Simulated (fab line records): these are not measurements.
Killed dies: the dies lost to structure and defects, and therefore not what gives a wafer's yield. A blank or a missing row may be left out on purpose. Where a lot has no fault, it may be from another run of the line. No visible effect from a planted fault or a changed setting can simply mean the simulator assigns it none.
fab line records	flow sky130
record: lots: 24	wafers: 72	last-day: 50
route steps=708 shown METAL1@450 METAL2@498 VIA2@520 METAL3@532 VIA3@593 VIA4@651
lots untouched by any fault: they come from a run of this same line in which no faults occurred
start-h: hours from the record's opening day to when the first of the lot's shown wafers began	wait-h: hours elapsed since this lot's preceding step	" same as the row above	L1.1+2: one row covering several wafers at once	- value missing, or start not given	* or withheld: withheld	< > ~ a bound
route shown NAME@n: names a module that has steps shown in the file, with the first one's number in the route	usual: mean and standard deviation over wafers with no fault	same: alike in all rows	chamber/n: place in a boat	sites: per-site readings	_std_site: standard deviation across them	_edge_site: mean of outer sites minus mean of inner sites	radius-mm: for every site, how far away it sits from the centre of the wafer	mask NAME#n: copy n	behind: the tool/chamber that last shaped the wafer	hold: the reason the lot was held/the length of the hold in hours/how it ended	device: whichever transistor did not switch (one of n, p or np)	end of line: at the end of the route, the tests of the same wafers	for a step that has no rows: nothing shown but its recipe	killed: dies lost to structure and defects at the first sort, not the wafer's yield	map: a wafer's dies, x killed, . not, _ none there
set.NAME: setting as actually run; set.NAME@STEP: the setting as run at that earlier step	model.NAME: the simulator's own value behind a step, which no gauge read
route steps across a sampled set of lots; one table per step, one row per wafer
services: the hour from which a tool's chamber was out of use, counted from the record's first day as start-h (under 0 if before that day), plus the number of hours and why
== steps ==
step: SKY_METAL1_OVL_MEAS_16
usual: METAL1_OVL: -2/5.1
lot.wafer	tool	chamber	start-h	wait-h	METAL1_OVL[nm]
L074.2	overlay-01	-	756.91	0.1	-7
L074.3	"	-	"	"	-5
L074.5	"	-	"	"	0
L077.2	overlay-01	-	786.46	0.1	-4
L077.5	"	-	"	"	1
L077.6	"	-	"	"	1
L075.2	overlay-01	-	787.50	0.1	-5
L075.3	"	-	"	"	1
L075.4	"	-	"	"	1
L076.1	overlay-01	-	787.61	0.1	-3
L076.5	"	-	"	"	2
L076.6	"	-	"	"	-2
L078.2	overlay-01	-	797.93	0.1	-4
L078.3	"	-	"	"	-4
L078.4	"	-	"	"	-5
L079.1	overlay-02	-	800.72	0.1	4
L079.2	"	-	"	"	6
L079.6	"	-	"	"	7
L080.2	overlay-02	-	808.21	0.1	0
L080.4	"	-	"	"	-2
L080.6	"	-	"	"	-3
L081.2	overlay-02	-	809.76	0.1	3
L081.3	"	-	"	"	-4
L081.4	"	-	"	"	0
L082.3	overlay-02	-	825.28	0.1	-1
L082.4	"	-	"	"	3
L082.5	"	-	"	"	-3
L083.3	overlay-01	-	829.91	0.1	9
L083.4	"	-	"	"	5
L083.6	"	-	"	"	8
L084.1	overlay-02	-	843.30	0.1	-4
L084.2	"	-	"	"	6
L084.5	"	-	"	"	-5
L085.1	overlay-02	-	853.31	0.1	-12
L085.3	"	-	"	"	-5
L085.6	"	-	"	"	-9
L086.1	overlay-01	-	858.41	0.1	-2
L086.2	"	-	"	"	-4
L086.6	"	-	"	"	-1
L088.1	overlay-01	-	900.00	0.1	9
L088.5	"	-	"	"	9
L088.6	"	-	"	"	1
L087.2	overlay-01	-	902.15	0.1	-10
L087.3	"	-	"	"	-5
L087.5	"	-	"	"	-2
L090.4	overlay-02	-	903.51	0.1	-13
L090.5	"	-	"	"	-4
L090.6	"	-	"	"	-7
L092.4	overlay-02	-	904.58	0.1	-7
L092.5	"	-	"	"	5
L092.6	"	-	"	"	-2
L089.2	overlay-02	-	905.08	0.1	3
L089.4	"	-	"	"	5
L089.5	"	-	"	"	8
L091.1	overlay-01	-	905.42	0.1	-13
L091.2	"	-	"	"	-11
L091.6	"	-	"	"	-4
L093.2	overlay-02	-	907.66	0.1	-8
L093.3	"	-	"	"	1
L093.4	"	-	"	"	-6
L094.1	overlay-01	-	919.71	0.1	-1
L094.3	"	-	"	"	8
L094.6	"	-	"	"	-4
L096.1	overlay-02	-	945.56	0.1	-2
L096.4	"	-	"	"	-6
L096.5	"	-	"	"	-8
L095.1	overlay-02	-	946.67	0.1	-1
L095.5	"	-	"	"	-5
L095.6	"	-	"	"	0
L097.1	overlay-02	-	948.57	0.1	-12
L097.2	"	-	"	"	-12
L097.5	"	-	"	"	-9
step: SKY_METAL2_CD_MEAS_15
recipe: target-cd-nm: 140
usual: cd-nm: 139.9/1.6
lot.wafer	tool	chamber	start-h	wait-h	cd-nm
L074.2	cd-sem-01	-	812.66	-	140.0
L074.3	"	-	"	"	139.8
L074.5	"	-	"	"	139.6
L077.2	cd-sem-01	-	842.00	-	138.2
L077.5	"	-	"	"	139.3
L077.6	"	-	"	"	138.5
L075.2	cd-sem-02	-	843.51	-	142.7
L075.3	"	-	"	"	142.7
L075.4	"	-	"	"	142.5
L076.1	cd-sem-01	-	843.88	-	139.2
L076.5	"	-	"	"	140.2
L076.6	"	-	"	"	139.8
L078.2	cd-sem-01	-	854.30	-	137.9
L078.3	"	-	"	"	137.7
L078.4	"	-	"	"	137.9
L079.1	cd-sem-01	-	856.39	-	140.9
L079.2	"	-	"	"	139.7
L079.6	"	-	"	"	140.0
L080.2	cd-sem-01	-	865.50	-	138.8
L080.4	"	-	"	"	138.7
L080.6	"	-	"	"	138.5
L081.2	cd-sem-01	-	866.80	-	138.8
L081.3	"	-	"	"	137.0
L081.4	"	-	"	"	139.5
L082.3	cd-sem-02	-	880.88	-	139.8
L082.4	"	-	"	"	140.2
L082.5	"	-	"	"	139.2
L083.3	cd-sem-01	-	885.28	-	140.8
L083.4	"	-	"	"	139.2
L083.6	"	-	"	"	137.3
L084.1	cd-sem-02	-	898.48	-	140.2
L084.2	"	-	"	"	140.0
L084.5	"	-	"	"	140.2
L085.1	cd-sem-01	-	908.49	-	141.5
L085.3	"	-	"	"	142.2
L085.6	"	-	"	"	140.8
L086.1	cd-sem-01	-	912.43	-	139.0
L086.2	"	-	"	"	140.4
L086.6	"	-	"	"	139.5
L088.1	cd-sem-01	-	952.88	-	141.8
L088.5	"	-	"	"	143.0
L088.6	"	-	"	"	141.0
L087.2	cd-sem-01	-	954.70	-	138.8
L087.3	"	-	"	"	139.4
L087.5	"	-	"	"	139.8
L090.4	cd-sem-01	-	956.10	-	138.6
L090.5	"	-	"	"	138.4
L090.6	"	-	"	"	138.4
L092.4	cd-sem-02	-	957.24	-	139.0
L092.5	"	-	"	"	139.5
L092.6	"	-	"	"	138.7
L089.2	cd-sem-02	-	957.50	-	139.6
L089.4	"	-	"	"	138.6
L089.5	"	-	"	"	141.5
L091.1	cd-sem-02	-	958.83	-	139.6
L091.2	"	-	"	"	139.8
L091.6	"	-	"	"	140.1
L093.2	cd-sem-01	-	960.10	-	138.8
L093.3	"	-	"	"	139.8
L093.4	"	-	"	"	140.0
L094.1	cd-sem-01	-	969.63	-	143.2
L094.3	"	-	"	"	144.3
L094.6	"	-	"	"	143.8
L096.1	cd-sem-02	-	995.83	-	140.2
L096.4	"	-	"	"	140.6
L096.5	"	-	"	"	140.5
L095.1	cd-sem-02	-	996.79	-	138.2
L095.5	"	-	"	"	138.3
L095.6	"	-	"	"	138.2
L097.1	cd-sem-01	-	999.23	-	142.7
L097.2	"	-	"	"	142.9
L097.5	"	-	"	"	140.9
step: SKY_VIA2_OVL_MEAS_13
usual: VIA2_OVL: 3/4.9
lot.wafer	tool	chamber	start-h	wait-h	VIA2_OVL[nm]
L074.2	overlay-02	-	840.35	0.1	-1
L074.3	"	-	"	"	1
L074.5	"	-	"	"	1
L077.2	overlay-02	-	870.70	0.1	-7
L077.5	"	-	"	"	2
L077.6	"	-	"	"	-7
L075.2	overlay-02	-	872.01	0.1	9
L075.3	"	-	"	"	6
L075.4	"	-	"	"	-1
L076.1	overlay-01	-	872.87	0.1	8
L076.5	"	-	"	"	6
L076.6	"	-	"	"	8
L078.2	overlay-01	-	882.88	0.1	8
L078.3	"	-	"	"	0
L078.4	"	-	"	"	3
L079.1	overlay-02	-	883.90	0.1	3
L079.2	"	-	"	"	-6
L079.6	"	-	"	"	-3
L080.2	overlay-02	-	892.73	0.1	2
L080.4	"	-	"	"	12
L080.6	"	-	"	"	7
L081.2	overlay-01	-	895.06	0.1	-6
L081.3	"	-	"	"	10
L081.4	"	-	"	"	-5
L082.3	overlay-02	-	908.21	0.1	0
L082.4	"	-	"	"	-1
L082.5	"	-	"	"	3
L083.3	overlay-01	-	912.01	0.1	4
L083.4	"	-	"	"	8
L083.6	"	-	"	"	4
L084.1	overlay-01	-	925.50	0.1	-4
L084.2	"	-	"	"	-3
L084.5	"	-	"	"	5
L085.1	overlay-02	-	934.60	0.1	2
L085.3	"	-	"	"	10
L085.6	"	-	"	"	2
L086.1	overlay-01	-	938.07	0.1	2
L086.2	"	-	"	"	-7
L086.6	"	-	"	"	-4
L088.1	overlay-01	-	978.45	0.1	2
L088.5	"	-	"	"	6
L088.6	"	-	"	"	0
L087.2	overlay-01	-	980.30	0.1	-1
L087.3	"	-	"	"	4
L087.5	"	-	"	"	6
L090.4	overlay-02	-	981.01	0.1	3
L090.5	"	-	"	"	3
L090.6	"	-	"	"	6
L092.4	overlay-02	-	982.17	0.1	3
L092.5	"	-	"	"	4
L092.6	"	-	"	"	3
L089.2	overlay-01	-	982.79	0.1	-1
L089.4	"	-	"	"	7
L089.5	"	-	"	"	4
L091.1	overlay-01	-	984.55	0.1	10
L091.2	"	-	"	"	-1
L091.6	"	-	"	"	3
L093.2	overlay-01	-	985.48	0.1	-8
L093.3	"	-	"	"	7
L093.4	"	-	"	"	4
L094.1	overlay-02	-	993.87	0.1	4
L094.3	"	-	"	"	4
L094.6	"	-	"	"	5
L096.1	overlay-02	-	1020.55	0.1	8
L096.4	"	-	"	"	0
L096.5	"	-	"	"	4
L095.1	overlay-01	-	1021.55	0.1	-1
L095.5	"	-	"	"	-6
L095.6	"	-	"	"	-5
L097.1	overlay-01	-	1023.80	0.1	-2
L097.2	"	-	"	"	11
L097.5	"	-	"	"	7
step: SKY_METAL3_SPUTTER_00
recipe: material: Ti	target-thk-nm: 15	power-w: 3000	time-s: 10	chamber-pressure-pa: 0.4
usual: chamber-pressure-pa: 0.4002/0.00081	throttle-valve-pct: 30.3/0.98
lot.wafer	tool	chamber	start-h	wait-h	chamber-pressure-pa	throttle-valve-pct
L074.2	pvd-sputter-03	-	841.80	0.1	0.3998	29.6
L074.3	"	-	"	"	0.3994	30.9
L074.5	"	-	"	"	0.3998	31.0
L077.2	pvd-sputter-02	-	872.11	0.2	0.4012	29.2
L077.5	"	-	"	"	0.4016	30.1
L077.6	"	-	"	"	0.4005	31.7
L075.2	pvd-sputter-04	-	873.44	0.2	0.4004	31.3
L075.3	"	-	"	"	0.4010	28.7
L075.4	"	-	"	"	0.3997	30.2
L076.1	pvd-sputter-02	-	874.32	0.1	0.4003	31.8
L076.5	"	-	"	"	0.4008	30.1
L076.6	"	-	"	"	0.3997	32.1
L078.2	pvd-sputter-04	-	884.36	0.1	0.4001	30.5
L078.3	"	-	"	"	0.4005	29.1
L078.4	"	-	"	"	0.3979	31.2
L079.1	pvd-sputter-04	-	885.35	0.2	0.3991	29.2
L079.2	"	-	"	"	0.4008	30.0
L079.6	"	-	"	"	0.4005	30.5
L080.2	pvd-sputter-04	-	894.13	0.2	0.4010	31.0
L080.4	"	-	"	"	0.3994	29.0
L080.6	"	-	"	"	0.4021	30.6
L081.2	pvd-sputter-04	-	896.45	0.2	0.3979	29.1
L081.3	"	-	"	"	0.4008	30.0
L081.4	"	-	"	"	0.3994	30.7
L082.3	pvd-sputter-02	-	909.75	0.1	0.4002	32.0
L082.4	"	-	"	"	0.4005	29.4
L082.5	"	-	"	"	0.4006	32.1
L083.3	pvd-sputter-03	-	913.41	0.1	0.4006	29.9
L083.4	"	-	"	"	0.3989	31.1
L083.6	"	-	"	"	0.4026	29.7
L084.1	pvd-sputter-02	-	927.34	0.2	0.3989	31.4
L084.2	"	-	"	"	0.3997	29.9
L084.5	"	-	"	"	0.4007	32.1
L085.1	pvd-sputter-03	-	936.44	0.2	0.4007	31.1
L085.3	"	-	"	"	0.4003	29.1
L085.6	"	-	"	"	0.3995	29.7
L086.1	pvd-sputter-02	-	939.60	0.1	0.3991	30.3
L086.2	"	-	"	"	0.3997	32.0
L086.6	"	-	"	"	0.4007	30.1
L088.1	pvd-sputter-04	-	979.87	0.2	0.3995	29.8
L088.5	"	-	"	"	0.3999	31.3
L088.6	"	-	"	"	0.4000	29.0
L087.2	pvd-sputter-02	-	981.70	0.1	0.4014	29.9
L087.3	"	-	"	"	0.4000	29.4
L087.5	"	-	"	"	0.4000	31.6
L090.4	pvd-sputter-02	-	982.52	0.2	0.4001	29.8
L090.5	"	-	"	"	0.4011	31.7
L090.6	"	-	"	"	0.4006	29.5
L092.4	pvd-sputter-03	-	983.59	0.1	0.4004	31.0
L092.5	"	-	"	"	0.3992	29.7
L092.6	"	-	"	"	0.3992	29.3
L089.2	pvd-sputter-04	-	984.20	0.2	0.4011	28.9
L089.4	"	-	"	"	0.4001	30.5
L089.5	"	-	"	"	0.4008	29.0
L091.1	pvd-sputter-04	-	986.01	0.2	0.4017	30.6
L091.2	"	-	"	"	0.3999	30.0
L091.6	"	-	"	"	0.4001	30.8
L093.2	pvd-sputter-04	-	986.92	0.1	0.4000	31.0
L093.3	"	-	"	"	0.4001	28.8
L093.4	"	-	"	"	0.4001	30.8
L094.1	pvd-sputter-04	-	995.31	0.2	0.4004	30.5
L094.3	"	-	"	"	0.3997	28.9
L094.6	"	-	"	"	0.4003	30.3
L096.1	pvd-sputter-02	-	1021.95	0.2	0.4009	29.4
L096.4	"	-	"	"	0.4007	31.8
L096.5	"	-	"	"	0.3998	30.0
L095.1	pvd-sputter-03	-	1022.95	0.2	0.4006	29.6
L095.5	"	-	"	"	0.4014	30.8
L095.6	"	-	"	"	0.4009	29.3
L097.1	pvd-sputter-03	-	1025.21	0.1	0.3988	31.2
L097.2	"	-	"	"	0.3993	29.6
L097.5	"	-	"	"	0.3992	30.8
step: SKY_VIA3_SPUTTER_20
recipe: material: TiN	target-thk-nm: 20	chamber-pressure-pa: 5	power-w: 4000	time-s: 76.36
usual: chamber-pressure-pa: 4.999/0.0092	throttle-valve-pct: 30.7/1.1
lot.wafer	tool	chamber	start-h	wait-h	chamber-pressure-pa	throttle-valve-pct
L074.2	pvd-sputter-01	-	922.64	0.0	5.018	30.0
L074.3	"	-	"	"	4.997	30.7
L074.5	"	-	"	"	5.004	30.2
L075.2	pvd-sputter-01	-	950.04	0.0	5.004	30.8
L075.3	"	-	"	"	5.001	30.7
L075.4	"	-	"	"	4.993	32.4
L077.2	pvd-sputter-01	-	951.78	0.0	5.003	31.4
L077.5	"	-	"	"	5.011	32.7
L077.6	"	-	"	"	5.003	30.4
L076.1	pvd-sputter-03	-	952.40	0.0	4.997	30.0
L076.5	"	-	"	"	4.990	30.8
L076.6	"	-	"	"	5.008	29.1
L078.2	pvd-sputter-03	-	962.12	0.0	4.992	29.3
L078.3	"	-	"	"	5.007	29.6
L078.4	"	-	"	"	4.985	29.2
L079.1	pvd-sputter-01	-	963.11	0.0	4.988	30.9
L079.2	"	-	"	"	4.989	31.2
L079.6	"	-	"	"	5.001	32.6
L080.2	pvd-sputter-02	-	969.95	0.0	4.979	32.2
L080.4	"	-	"	"	4.996	29.6
L080.6	"	-	"	"	4.992	29.4
L081.2	pvd-sputter-01	-	973.13	0.0	4.997	30.5
L081.3	"	-	"	"	4.991	32.6
L081.4	"	-	"	"	4.993	31.3
L082.3	pvd-sputter-03	-	986.72	0.0	5.013	29.5
L082.4	"	-	"	"	5.005	29.4
L082.5	"	-	"	"	4.977	29.7
L083.3	pvd-sputter-01	-	988.22	0.0	5.021	32.2
L083.4	"	-	"	"	4.975	30.2
L083.6	"	-	"	"	5.005	31.4
L084.1	pvd-sputter-01	-	1002.44	0.0	5.000	30.5
L084.2	"	-	"	"	4.995	30.5
L084.5	"	-	"	"	5.006	30.3
L085.1	pvd-sputter-03	-	1010.64	0.0	4.984	29.1
L085.3	"	-	"	"	5.004	29.4
L085.6	"	-	"	"	4.997	29.0
L086.1	pvd-sputter-03	-	1013.24	0.0	4.993	29.6
L086.2	"	-	"	"	5.007	31.0
L086.6	"	-	"	"	4.989	29.3
L088.1	pvd-sputter-03	-	1051.69	0.0	4.993	29.3
L088.5	"	-	"	"	4.986	29.6
L088.6	"	-	"	"	5.006	29.2
L087.2	pvd-sputter-02	-	1053.48	0.0	4.990	29.3
L087.3	"	-	"	"	5.004	31.9
L087.5	"	-	"	"	5.001	29.4
L090.4	pvd-sputter-01	-	1055.08	0.0	5.025	30.4
L090.5	"	-	"	"	5.006	31.2
L090.6	"	-	"	"	4.995	30.6
L092.4	pvd-sputter-02	-	1055.23	0.0	5.001	31.7
L092.5	"	-	"	"	4.989	30.1
L092.6	"	-	"	"	5.011	31.7
L089.2	pvd-sputter-02	-	1056.73	0.0	5.008	31.7
L089.4	"	-	"	"	5.000	32.4
L089.5	"	-	"	"	5.016	31.7
L091.1	pvd-sputter-01	-	1057.38	0.0	4.998	32.4
L091.2	"	-	"	"	5.004	30.5
L091.6	"	-	"	"	5.000	32.4
L093.2	pvd-sputter-03	-	1058.38	0.0	4.991	29.7
L093.3	"	-	"	"	4.992	31.1
L093.4	"	-	"	"	5.004	29.9
L094.1	pvd-sputter-02	-	1064.78	0.0	5.015	31.9
L094.3	"	-	"	"	5.005	30.1
L094.6	"	-	"	"	4.988	31.7
L096.1	pvd-sputter-03	-	1088.50	0.0	5.007	31.3
L096.4	"	-	"	"	5.006	29.2
L096.5	"	-	"	"	5.016	29.3
L095.1	pvd-sputter-01	-	1091.45	0.0	5.000	31.5
L095.5	"	-	"	"	4.989	30.6
L095.6	"	-	"	"	4.994	30.2
L097.1	pvd-sputter-02	-	1092.44	0.0	5.009	29.6
L097.2	"	-	"	"	5.005	30.2
L097.5	"	-	"	"	4.994	32.1
step: SKY_VIA4_ETCH_12
recipe: target: SiO2	chemistry: C4F8/O2/Ar	stop-on: TiN	mask-material: NOVOLAK	source-w: 1500	bias-w: 1200	pressure-mtorr: 40	c4f8-flow-sccm: withheld	O2_flow_sccm: 6	Ar_flow_sccm: 300	time-s: withheld	target-depth-a: 5800
usual: bias-w: 1199/3.3	oes-product-au: 0.926/0.0046
lot.wafer	tool	chamber	start-h	wait-h	bias-w	oes-product-au
L074.2	rie-diel-02	1	997.09	0.0	1199	0.924
L074.3	"	0	"	"	1202	0.926
L074.5	"	0	"	"	1207	0.923
L075.2	rie-diel-01	3	1022.57	0.0	1199	0.926
L075.3	"	2	"	"	1195	0.926
L075.4	"	0	"	"	1203	0.924
L077.2	rie-diel-02	1	1024.62	0.0	1202	0.923
L077.5	"	1	"	"	1203	0.927
L077.6	"	2	"	"	1200	0.928
L076.1	rie-diel-01	3	1025.93	0.0	1197	0.929
L076.5	"	3	"	"	1198	0.926
L076.6	"	0	"	"	1199	0.926
L078.2	rie-diel-02	2	1034.59	0.0	1191	0.926
L078.3	"	1	"	"	1204	0.926
L078.4	"	3	"	"	1199	0.926
L079.1	rie-diel-04	0	1035.57	0.0	1195	0.928
L079.2	"	1	"	"	1199	0.932
L079.6	"	1	"	"	1201	0.928
L080.2	rie-diel-04	3	1040.58	0.0	1197	0.925
L080.4	"	1	"	"	1198	0.925
L080.6	"	1	"	"	1199	0.933
L081.2	rie-diel-04	3	1043.83	0.0	1204	0.930
L081.3	"	2	"	"	1196	0.927
L081.4	"	1	"	"	1201	0.925
L082.3	rie-diel-02	0	1057.87	0.0	1201	0.933
L082.4	"	1	"	"	1201	0.932
L082.5	"	2	"	"	1202	0.927
L083.3	rie-diel-02	1	1058.84	0.0	1197	0.931
L083.4	"	3	"	"	1199	0.923
L083.6	"	3	"	"	1199	0.925
L084.1	rie-diel-01	1	1071.33	0.0	1199	0.918
L084.2	"	0	"	"	1205	0.925
L084.5	"	1	"	"	1201	0.923
L085.1	rie-diel-04	3	1079.48	0.0	1195	0.922
L085.3	"	0	"	"	1195	0.922
L085.6	"	1	"	"	1196	0.926
L086.1	rie-diel-04	1	1080.72	0.0	1198	0.928
L086.2	"	3	"	"	1201	0.920
L086.6	"	1	"	"	1200	0.926
L088.1	rie-diel-04	0	1115.39	0.0	1200	0.932
L088.5	"	0	"	"	1203	0.924
L088.6	"	3	"	"	1200	0.931
L087.2	rie-diel-02	1	1118.59	0.0	1196	0.926
L087.3	"	2	"	"	1201	0.926
L087.5	"	2	"	"	1193	0.930
L090.4	rie-diel-04	2	1119.24	0.0	1196	0.921
L090.5	"	3	"	"	1195	0.926
L090.6	"	0	"	"	1197	0.928
L092.4	rie-diel-02	1	1119.47	0.0	1198	0.924
L092.5	"	1	"	"	1199	0.924
L092.6	"	2	"	"	1200	0.917
L089.2	rie-diel-04	1	1122.03	0.0	1191	0.927
L089.4	"	0	"	"	1193	0.923
L089.5	"	2	"	"	1199	0.921
L091.1	rie-diel-01	1	1123.07	0.0	1199	0.928
L091.2	"	3	"	"	1203	0.928
L091.6	"	1	"	"	1201	0.927
L093.2	rie-diel-02	0	1123.72	0.0	1205	0.920
L093.3	"	1	"	"	1197	0.925
L093.4	"	2	"	"	1201	0.918
L094.1	rie-diel-01	0	1129.49	0.0	1206	0.925
L094.3	"	1	"	"	1200	0.930
L094.6	"	2	"	"	1201	0.933
L096.1	rie-diel-01	2	1148.83	0.0	1199	0.917
L096.4	"	3	"	"	1195	0.929
L096.5	"	2	"	"	1197	0.924
L095.1	rie-diel-01	1	1152.18	0.0	1196	0.930
L095.5	"	2	"	"	1199	0.938
L095.6	"	1	"	"	1201	0.927
L097.1	rie-diel-04	1	1152.49	0.0	1200	0.924
L097.2	"	2	"	"	1197	0.926
L097.5	"	1	"	"	1198	0.925
== services ==
tool	chamber	start-h	hours	kind
rie-diel-04	0	840.28	5.1	repair
pvd-sputter-02	2	847.13	-	consumable-replace:kit
rie-diel-02	3	878.38	3.5	repair
rie-diel-01	3	881.20	2.9	repair
rie-diel-04	0	906.36	2.4	repair
rie-diel-02	1	927.62	3.8	repair
rie-diel-01	0	953.63	3.6	repair
pvd-sputter-02	-	961.41	1.0	repair
rie-diel-04	3	966.61	9.7	repair
rie-diel-04	2	979.52	9.5	repair
pvd-sputter-04	-	1003.23	9.5	repair
pvd-sputter-04	-	1027.26	2.3	repair
pvd-sputter-04	-	1042.01	5.0	repair
pvd-sputter-03	-	1059.42	3.0	repair
rie-diel-04	3	1065.48	12.2	repair
rie-diel-01	3	1066.40	14.3	repair
rie-diel-04	0	1068.33	2.3	repair
rie-diel-02	0	1080.82	6.9	repair
rie-diel-02	-	1081.95	2.8	pm
rie-diel-01	0	1085.67	3.6	repair
rie-diel-01	0	1093.59	7.3	repair
pvd-sputter-04	-	1094.98	1.6	repair
pvd-sputter-02	-	1108.06	4.8	repair
pvd-sputter-03	-	1113.77	1.7	repair
== key ==
fault none
